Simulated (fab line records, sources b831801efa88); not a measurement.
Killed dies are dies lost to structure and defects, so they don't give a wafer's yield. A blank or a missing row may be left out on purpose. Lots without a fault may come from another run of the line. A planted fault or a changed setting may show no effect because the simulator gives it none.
A struck lot beside a sound one | flow gf180mcu | 44 steps out of a route of 602
Sound: wafers L950.2, L950.5, L950.6. Struck: wafers L959.1, L959.3, L959.6. The cause comes at the end.
At each step with rows: each side's tool, then ch and its chambers, then its first start. Under that, the readings that differ: sound wafers | struck wafers | difference of the means | sigmas: that difference in standard deviations of wafers without a fault.
alike: readings whose means differ by less than 2 such deviations, and words and numbers that are the same on both sides. not compared: withheld readings, readings that some wafer has no value for, bounds like >300 that may hide the same value, and numbers for which the record gives no deviation and whose values overlap.
The two part at a step that has a row with sigmas, a row that says differs or no value, or rows on one side only. Numbers that don't overlap but have no deviation are shown without sigmas and don't part them. A reading that every wafer of one side lacks parts them only if that side has two wafers or more.

first, 2 steps without rows for these wafers: GF_NWELL_IMPLANT_08; GF_NWELL_IMPLANT_09.
GF_NWELL_STRIP_10: strips in O2/N2.
  sound on plasma_asher-01 ch 0,1, day 6 09:01; struck on plasma_asher-04 ch 0,1, day 8 06:38
  alike: drypump_motor_current_A, heater_power_w, oes_product_au, strip_time_to_endpoint_s
  not compared: rf_hours_counter_h
GF_NWELL_TW_MEAS_11:
  sound on film_metro-02, day 6 09:08; struck on film_metro-03, day 8 06:44
  alike: NWELL_TW
then, 7 steps without rows for these wafers: GF_LVPWELL_DEHYDRATE_00 (time 60 s); GF_LVPWELL_HMDS_01 (prime time 60 s); GF_LVPWELL_COAT_02 (resist thk 3000 nm); GF_LVPWELL_SOFTBAKE_03; GF_LVPWELL_EXPOSE_04 (exposes mask LVPWELL, target cd 600 nm); GF_LVPWELL_PEB_05; GF_LVPWELL_DEVELOP_06 (develop time 60 s).
GF_LVPWELL_OVL_MEAS_07:
  sound on overlay-02, day 6 23:00; struck on overlay-01, day 8 23:11
  reading          | sound         | struck      | difference | sigmas
  LVPWELL_OVL (nm) | -0.7 -1.1 0.8 | 3.0 2.1 2.7 | +2.9       | +2
GF_LVPWELL_IMPLANT_08:
  sound on implanter-04 ch 0, day 6 23:04; struck on implanter-01 ch 0, day 8 23:14
  reading                   | sound                | struck               | difference | sigmas
  beam_energy_keV           | 169.98 169.97 169.96 | 198.31 198.31 198.29 | +28.33     | +99 or more
  model.implant.rp_nm (nm)  | 479.8 479.8 479.8    | 533.9 533.9 533.9    | +54.1      |
  model.implant.drp_nm (nm) | 102.4 102.4 102.4    | 107.6 107.6 107.6    | +5.2       |
then, 1 step without rows for these wafers: GF_LVPWELL_IMPLANT_09.
GF_LVPWELL_STRIP_10: strips in O2/N2.
  sound on plasma_asher-04 ch 0,1, day 6 23:20; struck on plasma_asher-02 ch 0,1, day 8 23:32
  reading                      | sound             | struck            | difference | sigmas
  strip_time_to_endpoint_s (s) | 37.00 37.05 37.11 | 36.89 36.77 36.82 | -0.23      | -2
  alike: drypump_motor_current_A, heater_power_w, oes_product_au
  not compared: rf_hours_counter_h
GF_LVPWELL_TW_MEAS_11:
  sound on film_metro-03, day 6 23:26; struck on film_metro-03, day 8 23:38
  alike: LVPWELL_TW
then, 7 steps without rows for these wafers: GF_MVSD_DEHYDRATE_00 (time 60 s); GF_MVSD_HMDS_01 (prime time 60 s); GF_MVSD_COAT_02 (resist thk 3000 nm); GF_MVSD_SOFTBAKE_03; GF_MVSD_EXPOSE_04 (exposes mask MVSD, target cd 1000 nm); GF_MVSD_PEB_05; GF_MVSD_DEVELOP_06 (develop time 60 s).
GF_MVSD_OVL_MEAS_07:
  sound on overlay-02, day 7 15:09; struck on overlay-02, day 9 16:20
  alike: MVSD_OVL
then, 2 steps without rows for these wafers: GF_MVSD_IMPLANT_08; GF_MVSD_IMPLANT_09.
GF_MVSD_STRIP_10: strips in O2/N2.
  sound on plasma_asher-02 ch 0,1, day 7 15:29; struck on plasma_asher-02 ch 0,1, day 9 16:41
  alike: drypump_motor_current_A, heater_power_w, oes_product_au, strip_time_to_endpoint_s
  not compared: rf_hours_counter_h
GF_MVSD_TW_MEAS_11:
  sound on film_metro-02, day 7 15:35; struck on film_metro-02, day 9 16:47
  alike: MVSD_TW
then, 7 steps without rows for these wafers: GF_MVPSD_DEHYDRATE_00 (time 60 s); GF_MVPSD_HMDS_01 (prime time 60 s); GF_MVPSD_COAT_02 (resist thk 3000 nm); GF_MVPSD_SOFTBAKE_03; GF_MVPSD_EXPOSE_04 (exposes mask MVPSD, target cd 1000 nm); GF_MVPSD_PEB_05; GF_MVPSD_DEVELOP_06 (develop time 60 s).
GF_MVPSD_OVL_MEAS_07:
  sound on overlay-01, day 8 07:39; struck on overlay-02, day 10 10:03
  alike: MVPSD_OVL
then, 2 steps without rows for these wafers: GF_MVPSD_IMPLANT_08; GF_MVPSD_IMPLANT_09.
GF_MVPSD_STRIP_10: strips in O2/N2.
  sound on plasma_asher-03 ch 0,1, day 8 07:59; struck on plasma_asher-01 ch 0,1, day 10 10:23
  alike: drypump_motor_current_A, heater_power_w, oes_product_au, strip_time_to_endpoint_s
  not compared: rf_hours_counter_h
GF_MVPSD_TW_MEAS_11:
  sound on film_metro-03, day 8 08:05; struck on film_metro-02, day 10 10:29
  reading  | sound       | struck      | difference | sigmas
  MVPSD_TW | 551 552 555 | 541 541 543 | -11        | -2
then, 2 steps without rows for these wafers: GF_VT_IMPLANT_DEHYDRATE_00 (time 60 s); GF_VT_IMPLANT_HMDS_01 (prime time 60 s).
-- the record jumps here: 3 days lie between the struck wafers' starts before and after --
GF_VT_IMPLANT_RS_MEAS_48: measures by four-point-probe.
  sound on film_metro-02, day 11 07:51; struck on film_metro-01, day 13 16:38
  reading             | sound          | struck         | difference | sigmas
  LVPWELL_RS (ohm/sq) | 1194 1196 1199 | 1158 1161 1164 | -35        | -10
then, 1 step without rows for these wafers: GF_PASSIVATION_PROBE_99.

WHERE THEY PART
First at GF_LVPWELL_OVL_MEAS_07; last, within this record, at GF_VT_IMPLANT_RS_MEAS_48.

WHY: what the simulator had put in
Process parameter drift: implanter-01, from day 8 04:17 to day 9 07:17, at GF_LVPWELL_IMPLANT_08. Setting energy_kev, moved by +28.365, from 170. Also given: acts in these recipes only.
